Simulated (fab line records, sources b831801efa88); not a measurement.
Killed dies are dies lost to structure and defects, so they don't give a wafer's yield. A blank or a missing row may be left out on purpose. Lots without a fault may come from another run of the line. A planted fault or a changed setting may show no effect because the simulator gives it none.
Which tool did it? | flow gf180mcu | 12 lots, 36 wafers sampled, at 2 steps of a route of 602

WHAT THE GAUGES READ, wafer by wafer
GF_V2_CD_MEAS_14: target cd 260 nm. Usual: cd_nm 259.9 nm, standard deviation 1.2.
lot  | measured     | on        | cd_nm (nm)        | flag
L946 | day 20 07:43 | cd_sem-02 | 259.6 259.4 259.9 |
L947 | day 20 16:33 | cd_sem-02 | 261.3 260.9 261.1 |
L948 | day 21 08:27 | cd_sem-01 | 259.2 259.0 260.0 |
L949 | day 21 16:47 | cd_sem-01 | 261.9 262.1 262.0 |
L950 | day 21 23:44 | cd_sem-01 | 259.8 258.4 259.7 |
L952 | day 22 20:26 | cd_sem-02 | 259.6 259.9 259.3 |
L958 | day 25 05:14 | cd_sem-02 | 260.5 260.1 260.1 |
L959 | day 25 10:17 | cd_sem-01 | 259.3 259.6 259.7 |
L963 | day 26 15:12 | cd_sem-01 | 259.5 260.1 260.3 |
L965 | day 27 01:08 | cd_sem-01 | 261.1 259.9 260.2 |
L967 | day 27 16:10 | cd_sem-02 | 261.2 262.0 261.3 |
L968 | day 27 22:54 | cd_sem-01 | 258.1 258.7 257.9 |

WHICH TOOL RAN EACH LOT (tool, then ch and the chambers of the sampled wafers, then the start)
lot  | GF_M2_SPUTTER_00
L946 | pvd_sputter-02, day 18 07:49
L947 | pvd_sputter-04, day 18 16:15
L948 | pvd_sputter-04, day 19 07:49
L949 | pvd_sputter-02, day 19 15:23
L950 | pvd_sputter-01, day 19 23:00
L952 | pvd_sputter-04, day 20 19:24
L958 | pvd_sputter-04, day 23 07:21
L959 | pvd_sputter-04, day 23 13:00
L963 | pvd_sputter-04, day 24 19:31
L965 | pvd_sputter-02, day 25 06:07
L967 | pvd_sputter-04, day 25 22:13
L968 | pvd_sputter-04, day 26 05:08
- GF_M2_SPUTTER_00: material Ti, target thk 37.5 nm, time 150 s.

WHAT THE TOOLS THEMSELVES READ (means of the sampled wafers that have a number; where no wafer has one, the mark that the record gives instead)
GF_M2_SPUTTER_00. Usual: cathode_dc_power_W 4000.1 W, standard deviation 0.64; chamber_pressure_pa 2.000 Pa, standard deviation 0.0041; throttle_valve_pct 29.7 %, standard deviation 1.2.
lot  | tool           | cathode_dc_power_W (W) | chamber_pressure_pa (Pa) | throttle_valve_pct (%) | flag
L946 | pvd_sputter-02 | 4000.1                 | 2.000                    | 29.6                   |
L947 | pvd_sputter-04 | 4000.7                 | 2.002                    | 30.4                   |
L948 | pvd_sputter-04 | 3999.7                 | 2.000                    | 30.5                   |
L949 | pvd_sputter-02 | 3999.9                 | 1.998                    | 30.4                   |
L950 | pvd_sputter-01 | 4000.9                 | 2.001                    | 30.0                   |
L952 | pvd_sputter-04 | 3999.5                 | 2.002                    | 29.9                   |
L958 | pvd_sputter-04 | 3999.6                 | 1.996                    | 29.8                   |
L959 | pvd_sputter-04 | 4000.1                 | 2.002                    | 29.9                   |
L963 | pvd_sputter-04 | 4000.4                 | 2.001                    | 29.8                   |
L965 | pvd_sputter-02 | 3999.9                 | 2.001                    | 29.7                   |
L967 | pvd_sputter-04 | 3999.5                 | 1.998                    | 29.4                   |
L968 | pvd_sputter-04 | 4000.2                 | 2.001                    | 29.2                   |

THE ANSWER, worked out from the rows above alone
Rule: a lot is off if the mean of its wafers that have a number lies more than 3 standard deviations from the usual mean. A lot without any number at a reading at which 4 lots or more have one is off too. The other lots that the step has rows for count as sound. The gauges are gone through in route order, then the tools' own readings, and for those a lot's mean is taken as printed above. The first step at which some lot is off is used, and at that step the reading that is off furthest; a lot without a number counts as furthest.
No lot is off at any reading shown: from this, nothing can be told.

WHAT THE SIMULATOR HAD PUT IN
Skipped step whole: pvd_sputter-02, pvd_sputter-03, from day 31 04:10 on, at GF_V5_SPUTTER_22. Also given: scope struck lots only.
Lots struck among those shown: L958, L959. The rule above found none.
